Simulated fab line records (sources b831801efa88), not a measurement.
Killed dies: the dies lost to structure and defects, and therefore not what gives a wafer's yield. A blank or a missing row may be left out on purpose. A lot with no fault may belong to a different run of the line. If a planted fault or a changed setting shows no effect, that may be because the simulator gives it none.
Matching of chambers :: flow gf180mcu :: GF_V4_ETCH_16 on rieDiel-03 has 3 sister chambers
The step etches BARC in N2/H2. 16 wafers are shown with their chamber, then 5 later ones without.

WAFERS WITH THEIR CHAMBER
wafer: L075.2
chamber: 0
drypumpMotorCurrentA (A): 6.4
oesProductAu (a.u.): 0.853
biasW (W): 99.98

wafer: L075.4
chamber: 1
drypumpMotorCurrentA (A): 6.0
oesProductAu (a.u.): 0.849
biasW (W): 100.04

wafer: L075.5
chamber: 3
drypumpMotorCurrentA (A): 5.8
oesProductAu (a.u.): 0.847
biasW (W): 100.09

wafer: L077.1
chamber: 1
drypumpMotorCurrentA (A): 6.0
oesProductAu (a.u.): 0.852
biasW (W): 100.18

wafer: L077.3
chamber: 0
drypumpMotorCurrentA (A): 6.4
oesProductAu (a.u.): 0.846
biasW (W): 99.97

wafer: L077.5
chamber: 3
drypumpMotorCurrentA (A): 5.8
oesProductAu (a.u.): 0.852
biasW (W): 100.54

wafer: L081.1
chamber: 1
drypumpMotorCurrentA (A): 6.0
oesProductAu (a.u.): 0.850
biasW (W): 99.96

wafer: L081.2
chamber: 0
drypumpMotorCurrentA (A): 6.3
oesProductAu (a.u.): 0.855
biasW (W): 99.98

wafer: L081.6
chamber: 0
drypumpMotorCurrentA (A): 6.3
oesProductAu (a.u.): 0.855
biasW (W): 99.95

wafer: L080.3
chamber: 1
drypumpMotorCurrentA (A): 6.0
oesProductAu (a.u.): 0.861
biasW (W): 99.84

wafer: L080.5
chamber: 0
drypumpMotorCurrentA (A): 6.3
oesProductAu (a.u.): 0.852
biasW (W): 100.05

wafer: L080.6
chamber: 1
drypumpMotorCurrentA (A): 6.0
oesProductAu (a.u.): 0.858
biasW (W): 99.71

wafer: L082.1
chamber: 3
drypumpMotorCurrentA (A): 5.8
oesProductAu (a.u.): 0.852
biasW (W): 99.84

wafer: L082.3
chamber: 1
drypumpMotorCurrentA (A): 6.1
oesProductAu (a.u.): 0.852
biasW (W): 100.22

wafer: L082.5
chamber: 1
drypumpMotorCurrentA (A): 6.0
oesProductAu (a.u.): 0.850
biasW (W): 100.62

wafer: L089.1
chamber: 1
drypumpMotorCurrentA (A): 6.1
oesProductAu (a.u.): 0.854
biasW (W): 100.33

SIGNATURES (means of the wafers above)
reading: drypumpMotorCurrentA
chamber 0: 6.340
chamber 1: 6.025
chamber 3: 5.800
scatter within a chamber: 0.0456

reading: oesProductAu
chamber 0: 0.85220
chamber 1: 0.85325
chamber 3: 0.85033
scatter within a chamber: 0.00389

reading: biasW
chamber 0: 99.9860
chamber 1: 100.1125
chamber 3: 100.1567
scatter within a chamber: 0.255
Rule: a wafer lies at a distance from a chamber equal to the root of the sum of squares, over the readings, of (its reading less the chamber's mean, divided by the reading's scatter). If the next closest chamber is less than 2 further off than the closest, the wafer can't be placed; otherwise it belongs to the closest. The scatter: take each reading less its chamber's mean, square it, sum over the shown wafers, divide by the number of wafers less the number of chambers, and take the root.

WAFERS MISSING THEIR CHAMBER
wafer: L089.3
drypumpMotorCurrentA (A): 5.8
oesProductAu (a.u.): 0.855
biasW (W): 100.12

wafer: L094.6
drypumpMotorCurrentA (A): 5.8
oesProductAu (a.u.): 0.842
biasW (W): 99.93

wafer: L097.1
drypumpMotorCurrentA (A): 6.4
oesProductAu (a.u.): 0.850
biasW (W): 100.19

wafer: L097.5
drypumpMotorCurrentA (A): 6.0
oesProductAu (a.u.): 0.854
biasW (W): 99.91

wafer: L097.6
drypumpMotorCurrentA (A): 6.3
oesProductAu (a.u.): 0.845
biasW (W): 99.85

WHICH CHAMBER EACH WENT THROUGH
wafer: L089.3
from the rows above: 3
in truth: 3

wafer: L094.6
from the rows above: 3
in truth: 3

wafer: L097.1
from the rows above: 0
in truth: 0

wafer: L097.5
from the rows above: 1
in truth: 1

wafer: L097.6
from the rows above: 0
in truth: 0
Placed correctly: 5 of 5. Not placeable from these rows: 0. Wrongly placed: 0.
